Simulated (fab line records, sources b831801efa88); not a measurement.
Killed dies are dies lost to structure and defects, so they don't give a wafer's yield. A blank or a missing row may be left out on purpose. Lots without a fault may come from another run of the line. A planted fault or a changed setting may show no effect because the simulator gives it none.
Problem report in the 8D (eight disciplines) form, filled by code | flow sky130 | the parts of the form that need people (team, actions taken, sign-off) are left out

1. THE PROBLEM
VT_ADJUST_LVTN_2_TW at SKY_VT_ADJUST_LVTN_TW_MEAS_21 reads a mean of 30.2 on 3 wafers of 1 lot; wafers without a fault read 187.5 with a standard deviation of 1.3. That is -99 or more standard deviations from the usual mean.
First seen on wafer L321.2, day 10 12:59, on film_metro-01. The record holds 30 wafers of 10 lots with a number at this step. Rule for "out", or "out of limits": more than 4 standard deviations from the usual mean. The other wafers with a number count as sound.

2. WHAT IT IS AND WHAT IT IS NOT
question                    | is                     | is not
which readings at this step | VT_ADJUST_LVTN_2_TW    | -
which lots                  | L321                   | L313, L314, L315, L317, L319, L320, L322, L331, L333
which wafers of those lots  | all that have a number | -
read on which gauges        | film_metro-01          | film_metro-02, film_metro-03
when                        | from day 10 12:59      | up to then (18 sound wafers); but 9 sound wafers of L322, L331, L333 came after

3. SUSPECTS, AND WHAT RULES EACH OUT
Counting: a tool at a process step up to the reading stays a suspect if it ran every lot that is out and no sound lot after the first of them.
- the gauge at SKY_VT_ADJUST_LVTN_TW_MEAS_21: ruled out. All the wafers that are out were read on film_metro-01, but those of them that SKY_VT_ADJUST_LVTN_STRIP_09 has rows for are out there too, on other tools.
- rie_diel-04 at SKY_FIELD_ISO_ETCH_14 (etches BARC in N2/H2, stops on SiO2, time 45.9 s, target depth 60 nm): ruled out as a lasting fault. Sound lots L322, L333 ran on it after its first lot that is out, L321 (day 4 14:40).
- plasma_asher-01 at SKY_VT_ADJUST_LVTN_STRIP_09 (strips in O2/N2): ruled out as a lasting fault. Sound lots L322, L331, L333 ran on it after its first lot that is out, L321 (day 9 14:04).
- plasma_asher-03 at SKY_VT_ADJUST_LVTN_STRIP_20 (strips in O2/N2): ruled out as a lasting fault. Sound lots L322 ran on it after its first lot that is out, L321 (day 10 12:52).
Left after counting: nothing in the record.

4. THE CAUSE (what the simulator had put in)
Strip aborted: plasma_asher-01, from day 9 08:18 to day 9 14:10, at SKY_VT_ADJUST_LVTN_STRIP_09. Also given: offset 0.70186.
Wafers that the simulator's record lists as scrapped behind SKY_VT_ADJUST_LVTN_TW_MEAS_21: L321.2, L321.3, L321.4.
Counting ruled it out, wrongly: the rule takes a fault to strike every lot that its tool runs from its start on, and this one did not.

5. THE CHAIN OF EFFECTS, in route order
Each row: a reading whose mean over the struck wafers that have a number lies more than 3 standard deviations from the usual. Only readings for which the record gives a usual standard deviation are gone through. hours: the time from each lot's start at the first step in this table that gives one to its start at this step, as a median over the lots. sigmas: the change in usual standard deviations.
hours | step                          | reading                  | usual      | on struck wafers | change | sigmas
0     | SKY_VT_ADJUST_LVTN_STRIP_09   | oes_product_au           | 0.722 a.u. | 0.941            | +0.219 | +47
23    | SKY_VT_ADJUST_LVTN_STRIP_20   | strip_time_to_endpoint_s | 14.20 s    | 34.61            | +20.41 | +99 or more
23    | SKY_VT_ADJUST_LVTN_TW_MEAS_21 | VT_ADJUST_LVTN_2_TW      | 187.5      | 30.2             | -157.3 | -99 or more
The process steps in it:
- SKY_VT_ADJUST_LVTN_STRIP_09: strips in O2/N2.
- SKY_VT_ADJUST_LVTN_STRIP_20: strips in O2/N2.
Readings that are blank on the struck wafers while sound wafers have them: strip_time_to_endpoint_s at SKY_VT_ADJUST_LVTN_STRIP_09.

6. WHAT WOULD HAVE CAUGHT IT SOONER
In this record the first reading out of limits at a measuring or inspecting step was taken at day 10 12:59, 29 hours after the fault began at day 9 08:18.
The tool's own readings at SKY_VT_ADJUST_LVTN_STRIP_09 were out on every struck wafer that the step has a row for (oes_product_au): an alarm limit on them would have fired on the first of those.
